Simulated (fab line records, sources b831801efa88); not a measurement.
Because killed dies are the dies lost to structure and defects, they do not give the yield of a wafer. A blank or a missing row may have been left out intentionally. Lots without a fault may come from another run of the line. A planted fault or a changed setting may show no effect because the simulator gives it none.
Which of the tools did it? | flow gf180mcu | 13 lots (38 wafers sampled), 1 step of a 602-step route

## WHAT THE GAUGES SHOWED, per wafer
GF_CONTACT_THK_MEAS_01.
lot  | measured     | on            | CONTACT_CVD_00_THK (nm)
L163 | day 15 10:41 | film-metro-02 | 304 297 294
L164 | day 15 11:55 | film-metro-04 | 298 304 294
L165 | day 16 03:08 | film-metro-03 | 305 298 296
L166 | day 16 12:22 | film-metro-02 | 303 305 298
L168 | day 16 20:32 | film-metro-04 | 296 296 297
L169 | day 17 05:47 | film-metro-02 | 300 294 302
L170 | day 17 17:58 | film-metro-02 | 307 309 307
L171 | day 18 01:52 | film-metro-02 | 301 297 303
L176 | day 20 01:46 | film-metro-04 | 295 296
L179 | day 20 23:37 | film-metro-04 | 303 300 308
L181 | day 21 18:54 | film-metro-04 | 304 303 301
L185 | day 22 21:31 | film-metro-04 | 299 310 306
L186 | day 23 04:46 | film-metro-02 | 287 302 292

## EACH LOT AND THE TOOL THAT RAN IT (in order: tool; ch and the chambers of the sampled wafers; start)
The record holds no process step before these readings.

## WHAT THE TOOLS THEMSELVES READ (means of the sampled wafers that have a number; where no wafer has one, the mark that the record gives instead)
The record holds no such reading with a usual standard deviation.

## THE ANSWER, worked out from the rows above alone
Rule: what is usual is taken from the lots themselves. The widest of any qualifying gaps counts: lots, ordered by their means at a reading, are off when they make up no more than a third of the lots, leave a main group of 4 or more, and stand apart from it by 3 or more times the standard deviation of that group's means. If all means in a main group match to the digits the tables above print for the reading, that group is not used. Also off: a lot with no number at a reading for which 4 or more lots have one. The other lots that the step has rows for count as sound. First the gauges in route order, then the tools' own readings, where a lot's mean is used as printed above. At the first step where some lot is off, the reading lying furthest off is the one used; lots without a number count as furthest.
None of the lots is off at any reading shown; this tells nothing.

## WHAT HAD BEEN PUT IN BY THE SIMULATOR
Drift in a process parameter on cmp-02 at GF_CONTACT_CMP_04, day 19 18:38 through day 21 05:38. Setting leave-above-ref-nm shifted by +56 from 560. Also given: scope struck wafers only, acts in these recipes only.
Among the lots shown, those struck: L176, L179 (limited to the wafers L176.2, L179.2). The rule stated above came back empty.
